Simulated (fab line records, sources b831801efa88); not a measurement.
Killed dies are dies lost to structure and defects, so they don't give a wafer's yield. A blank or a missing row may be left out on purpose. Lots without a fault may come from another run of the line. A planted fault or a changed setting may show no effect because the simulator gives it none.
Problem report in the 8D (eight disciplines) form, filled by code | flow gf180mcu | the parts of the form that need people (team, actions taken, sign-off) are left out

1. THE PROBLEM
cd_nm at GF_HV_LDD_CD_MEAS_07 reads a mean of 223.5 nm on 2 wafers of 2 lots; wafers without a fault read 399.6 nm with a standard deviation of 2.3. That is -77 standard deviations from the usual mean.
The step: target cd 400 nm.
First seen on wafer L904.1, day 11 20:17, on cd_sem-02. The record holds 42 wafers of 14 lots with a number at this step. Rule for "out", or "out of limits": more than 4 standard deviations from the usual mean. The other wafers with a number count as sound.

2. WHAT IT IS AND WHAT IT IS NOT
question                    | is                | is not
which readings at this step | cd_nm             | -
which lots                  | L904, L906        | L899, L900, L902, L905, L915, L916, L917, L918, L919, L920, L921, L922
which wafers of those lots  | L904.1, L906.3    | L904.4, L904.5, L906.2, L906.4
read on which gauges        | cd_sem-02         | cd_sem-01
when                        | from day 11 20:17 | up to then (11 sound wafers); but 29 sound wafers of L905, L906, L915, L916, L917, L918, L919, L920, L921, L922 came after

3. SUSPECTS, AND WHAT RULES EACH OUT
Counting: a tool at a process step up to the reading stays a suspect if it ran every lot that is out. Sound lots after the first of them don't rule it out here, since some wafers of a struck lot are sound.
- the gauge at GF_HV_LDD_CD_MEAS_07: kept. All the wafers that are out were read on cd_sem-02, and no step on other tools shows them out.
- litho_track-01 at GF_HV_LDD_DEVELOP_06 (develop time 60 s): kept. It ran every lot that is out, first L904 (day 11 20:08); its last sound lot up to then is L902 (day 11 08:46).
Left after counting: litho_track-01 at GF_HV_LDD_DEVELOP_06, cd_sem-02 at GF_HV_LDD_CD_MEAS_07.

4. THE CAUSE (what the simulator had put in)
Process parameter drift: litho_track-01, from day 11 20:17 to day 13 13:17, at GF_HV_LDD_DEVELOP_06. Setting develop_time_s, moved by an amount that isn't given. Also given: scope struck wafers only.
Counting left 2 suspects, and this tool is among them.

5. THE CHAIN OF EFFECTS, in route order
Each row: a reading whose mean over the struck wafers that have a number lies more than 3 standard deviations from the usual. Only readings for which the record gives a usual standard deviation are gone through. hours: the time from each lot's start at the first step in this table that gives one to its start at this step, as a median over the lots. sigmas: the change in usual standard deviations.
hours | step                 | reading | usual    | on struck wafers | change | sigmas
0     | GF_HV_LDD_CD_MEAS_07 | cd_nm   | 399.6 nm | 223.5            | -176.1 | -77
Later measuring or inspecting steps at which every struck wafer that the step has a row for has a number for every such reading, and none has moved that far: GF_HV_LDD_OVL_MEAS_32.

6. WHAT WOULD HAVE CAUGHT IT SOONER
In this record the first reading out of limits at a measuring or inspecting step was taken at day 11 20:17, 0 hours after the fault began at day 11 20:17.
Of the lots that are out (2), L906 began GF_HV_LDD_DEVELOP_06 on litho_track-01 after day 11 20:17. A hold on the tool at that time would have spared it.
